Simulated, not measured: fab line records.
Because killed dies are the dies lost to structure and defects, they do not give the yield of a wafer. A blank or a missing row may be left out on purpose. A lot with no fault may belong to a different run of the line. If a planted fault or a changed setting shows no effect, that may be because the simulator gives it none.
Split-lot study || flow sky130 || 23 wafers read across 5 lots, on a route 708 steps long

== THE SPLIT ITSELF ==
At SKY_SONOS_TUNNEL_IMPLANT_09, the setting energy_kev was moved away from the recipe's 20 on 6 of the 23 wafers read, by -3.7% to -1.6%. The other wafers ran this setting at the recipe's value.

Reading taken at the split's own step.

== THE READING ==
The simulator's own value implant.drp_nm, read by no gauge, in nm at SKY_SONOS_TUNNEL_IMPLANT_09. The file gives no usual value for it.

{"wafer": "L076.1", "tool, chamber at the split": "implanter-04, 0", "energy_kev as run": 20, "against the recipe": "recipe", "implant.drp_nm, nm": 28.34, "against lot-mates on the recipe": "-"}
{"wafer": "L076.2", "tool, chamber at the split": "implanter-04, 0", "energy_kev as run": 20, "against the recipe": "recipe", "implant.drp_nm, nm": 28.34, "against lot-mates on the recipe": "-"}
{"wafer": "L076.3", "tool, chamber at the split": "implanter-04, 0", "energy_kev as run": 20, "against the recipe": "recipe", "implant.drp_nm, nm": 28.34, "against lot-mates on the recipe": "-"}
{"wafer": "L076.5", "tool, chamber at the split": "implanter-04, 0", "energy_kev as run": 20, "against the recipe": "recipe", "implant.drp_nm, nm": 28.34, "against lot-mates on the recipe": "-"}
{"wafer": "L076.6", "tool, chamber at the split": "implanter-04, 0", "energy_kev as run": 20, "against the recipe": "recipe", "implant.drp_nm, nm": 28.34, "against lot-mates on the recipe": "-"}
{"wafer": "L080.1", "tool, chamber at the split": "implanter-04, 0", "energy_kev as run": 20, "against the recipe": "recipe", "implant.drp_nm, nm": 28.34, "against lot-mates on the recipe": "-"}
{"wafer": "L080.3", "tool, chamber at the split": "implanter-04, 0", "energy_kev as run": 20, "against the recipe": "recipe", "implant.drp_nm, nm": 28.34, "against lot-mates on the recipe": "-"}
{"wafer": "L080.4", "tool, chamber at the split": "implanter-04, 0", "energy_kev as run": 20, "against the recipe": "recipe", "implant.drp_nm, nm": 28.34, "against lot-mates on the recipe": "-"}
{"wafer": "L080.5", "tool, chamber at the split": "implanter-04, 0", "energy_kev as run": 20, "against the recipe": "recipe", "implant.drp_nm, nm": 28.34, "against lot-mates on the recipe": "-"}
{"wafer": "L080.6", "tool, chamber at the split": "implanter-04, 0", "energy_kev as run": 20, "against the recipe": "recipe", "implant.drp_nm, nm": 28.34, "against lot-mates on the recipe": "-"}
{"wafer": "L082.1", "tool, chamber at the split": "implanter-02, 0", "energy_kev as run": 20, "against the recipe": "recipe", "implant.drp_nm, nm": 28.34, "against lot-mates on the recipe": "-"}
{"wafer": "L082.2", "tool, chamber at the split": "implanter-02, 0", "energy_kev as run": 20, "against the recipe": "recipe", "implant.drp_nm, nm": 28.34, "against lot-mates on the recipe": "-"}
{"wafer": "L082.3", "tool, chamber at the split": "implanter-02, 0", "energy_kev as run": 19.68, "against the recipe": "-1.6%", "implant.drp_nm, nm": 28.02, "against lot-mates on the recipe": -0.32}
{"wafer": "L082.5", "tool, chamber at the split": "implanter-02, 0", "energy_kev as run": 19.68, "against the recipe": "-1.6%", "implant.drp_nm, nm": 28.02, "against lot-mates on the recipe": -0.32}
{"wafer": "L082.6", "tool, chamber at the split": "implanter-02, 0", "energy_kev as run": 19.68, "against the recipe": "-1.6%", "implant.drp_nm, nm": 28.02, "against lot-mates on the recipe": -0.32}
{"wafer": "L083.4", "tool, chamber at the split": "implanter-02, 0", "energy_kev as run": 20, "against the recipe": "recipe", "implant.drp_nm, nm": 28.34, "against lot-mates on the recipe": "-"}
{"wafer": "L083.5", "tool, chamber at the split": "implanter-02, 0", "energy_kev as run": 20, "against the recipe": "recipe", "implant.drp_nm, nm": 28.34, "against lot-mates on the recipe": "-"}
{"wafer": "L083.6", "tool, chamber at the split": "implanter-02, 0", "energy_kev as run": 20, "against the recipe": "recipe", "implant.drp_nm, nm": 28.34, "against lot-mates on the recipe": "-"}
{"wafer": "L085.2", "tool, chamber at the split": "implanter-01, 0", "energy_kev as run": 20, "against the recipe": "recipe", "implant.drp_nm, nm": 28.34, "against lot-mates on the recipe": "-"}
{"wafer": "L085.5", "tool, chamber at the split": "implanter-01, 0", "energy_kev as run": 20, "against the recipe": "recipe", "implant.drp_nm, nm": 28.34, "against lot-mates on the recipe": "-"}
{"wafer": "L085.3", "tool, chamber at the split": "implanter-01, 0", "energy_kev as run": 19.26, "against the recipe": "-3.7%", "implant.drp_nm, nm": 27.6, "against lot-mates on the recipe": -0.74}
{"wafer": "L085.4", "tool, chamber at the split": "implanter-01, 0", "energy_kev as run": 19.26, "against the recipe": "-3.7%", "implant.drp_nm, nm": 27.6, "against lot-mates on the recipe": -0.74}
{"wafer": "L085.6", "tool, chamber at the split": "implanter-01, 0", "energy_kev as run": 19.26, "against the recipe": "-3.7%", "implant.drp_nm, nm": 27.6, "against lot-mates on the recipe": -0.74}

FIT RESULTS
A straight line over all 23 wafers: implant.drp_nm changes by +0.2 nm for each +1% of energy_kev; r = +1.00; the points scatter about the line by 0 nm.
The same after taking each lot's own level away (the mean of its wafers on the recipe; 23 wafers): +0.2 nm for each +1%; r = +1.00; scatter 0 nm.
On that fit, the largest move of energy_kev shifts the reading by 0.74 nm.
The lots' own levels span 28.340 to 28.340 nm.
Hence the lot-to-lot level has little effect on the slope; both slopes agree.
Check: -0.74 nm against its lot-mates is what the line predicts for one of the wafers moved furthest among these (-3.7%) when that wafer is left out of the fit. Against them it came out at -0.74 nm.

== THE OTHER SPLITS THESE WAFERS WENT THROUGH ==
Before the reading, these wafers also passed through other splits. Each is held against what the fit with the lots' levels taken away leaves over:
{"other split on the same wafers": "SKY_VT_ADJUST_NCORE_DEVELOP_06 develop_time_s", "wafers away from the commonest value": 9, "r with implant.drp_nm (lot level and that fit taken away)": "+0.20"}
{"other split on the same wafers": "SKY_VT_ADJUST_HVTR_COAT_02 resist_thk_nm", "wafers away from the commonest value": 8, "r with implant.drp_nm (lot level and that fit taken away)": -0.11}
{"other split on the same wafers": "SKY_VT_ADJUST_HVTR_STRIP_10 power_w", "wafers away from the commonest value": 4, "r with implant.drp_nm (lot level and that fit taken away)": "+0.31"}
{"other split on the same wafers": "SKY_VT_ADJUST_PCH_IMPLANT_08 energy_kev", "wafers away from the commonest value": 10, "r with implant.drp_nm (lot level and that fit taken away)": -0.11}
{"other split on the same wafers": "SKY_SONOS_TUNNEL_COAT_02 resist_thk_nm", "wafers away from the commonest value": 11, "r with implant.drp_nm (lot level and that fit taken away)": -0.34}

== THE WHOLE CHAIN: every reading that the file lists as answering this split, in the file's order ==
{"step": "SKY_SONOS_TUNNEL_IMPLANT_09", "what it does": "", "reading": "implant.rp_nm (the simulator's own value, which no gauge read)", "change (the file's fit)": "+0.657 nm for each +1% of the setting", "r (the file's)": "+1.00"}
{"step": "SKY_SONOS_TUNNEL_IMPLANT_09", "what it does": "", "reading": "implant.drp_nm (the simulator's own value, which no gauge read)", "change (the file's fit)": "+0.199 nm for each +1% of the setting", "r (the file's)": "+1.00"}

== FILE'S OWN FIT ==
implant.drp_nm changes by +0.199 nm for each +1% of energy_kev, r = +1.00.
